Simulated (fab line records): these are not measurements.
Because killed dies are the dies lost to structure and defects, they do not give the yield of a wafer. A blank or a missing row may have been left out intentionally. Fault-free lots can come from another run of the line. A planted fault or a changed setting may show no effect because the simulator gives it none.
One fault through the eyes of 2 desks / flow gf180mcu / numbers are kept per desk, each desk with only its own; the story behind them comes last

## METROLOGY DESK
What the gauges read for every lot (on any tool): the sampled wafers with a number, averaged. If a lot's mean is further than 4 standard deviations from the usual mean, the lot is out of limits and carries the mark OUT (the distance appears in the brackets).
Columns: A = LVPWELL_RS at GF_VT_IMPLANT_RS_MEAS_48, usual 1196 ohm/sq; B = POLY_GATE_CVD_00_THK at GF_POLY_GATE_THK_MEAS_01, usual 199.4 nm
lot=L122; first seen here=day 7 19:50; A=1194; B=200.1
lot=L123; first seen here=day 8 03:44; A=1194; B=196.3
lot=L132; first seen here=day 10 16:36; A=1200; B=200.3
lot=L133; first seen here=day 10 22:34; A=1197; B=170.9 (-13) OUT
lot=L134; first seen here=day 11 04:52; A=1196; B=171.9 (-13) OUT
lot=L136; first seen here=day 11 18:11; A=1195; B=198.8
lot=L137; first seen here=day 12 00:29; A=1193; B=197.8
lot=L138; first seen here=day 12 06:15; A=1192; B=197.0
lot=L139; first seen here=day 12 14:06; A=1194; B=199.2
lot=L140; first seen here=day 12 20:45; A=1195; B=198.5
lot=L144; first seen here=day 14 01:22; A=1193; B=196.4
Per this desk, out of limits: L133, L134; the first was L133, day 11 22:17 (POLY_GATE_CVD_00_THK at GF_POLY_GATE_THK_MEAS_01). Within limits: L122, L123, L132, L136, L137, L138, L139, L140, L144.

## THE TOOL OWNER'S DESK: lpcvd-01
The tool's own readings at GF_POLY_GATE_CVD_00 (deposits poly-Si, target thk 200 nm, time 1200 s): means of the sampled wafers that have a number, for each lot that ran on this tool. If a lot's mean is further than 4 standard deviations from the usual mean, the lot is out of limits and carries the mark OUT (the distance appears in the brackets).
Columns: A = zone power lower pct at GF_POLY_GATE_CVD_00, usual 8.91 %
lot=L122; first seen here=day 8 15:17; A=8.71
lot=L132; first seen here=day 11 15:44; A=8.89
lot=L133; first seen here=day 11 20:55; A=8.96
lot=L134; first seen here=day 12 07:28; A=8.96
lot=L138; first seen here=day 13 07:24; A=8.73
lot=L144; first seen here=day 15 02:49; A=8.67
Result from this desk: across the 6 lots, nothing is out of limits.

## ALL TOGETHER
At day 11 22:17 the metrology desk could have sounded an alarm, on L133, L134.
Nothing out of limits was seen by the tool owner's desk.
Tool owner's desk: L133, L134 on record, inside its limits.
The lots listed all ran GF_POLY_GATE_CVD_00 on lpcvd-01.

## WHAT HAD BEEN PUT IN BY THE SIMULATOR
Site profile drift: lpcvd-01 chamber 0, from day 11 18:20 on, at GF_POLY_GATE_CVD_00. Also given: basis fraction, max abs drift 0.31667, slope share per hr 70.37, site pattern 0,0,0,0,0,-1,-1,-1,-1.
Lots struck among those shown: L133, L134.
Time in hours between the start of the fault and the first out-of-limits reading at each desk: metrology desk, 4.
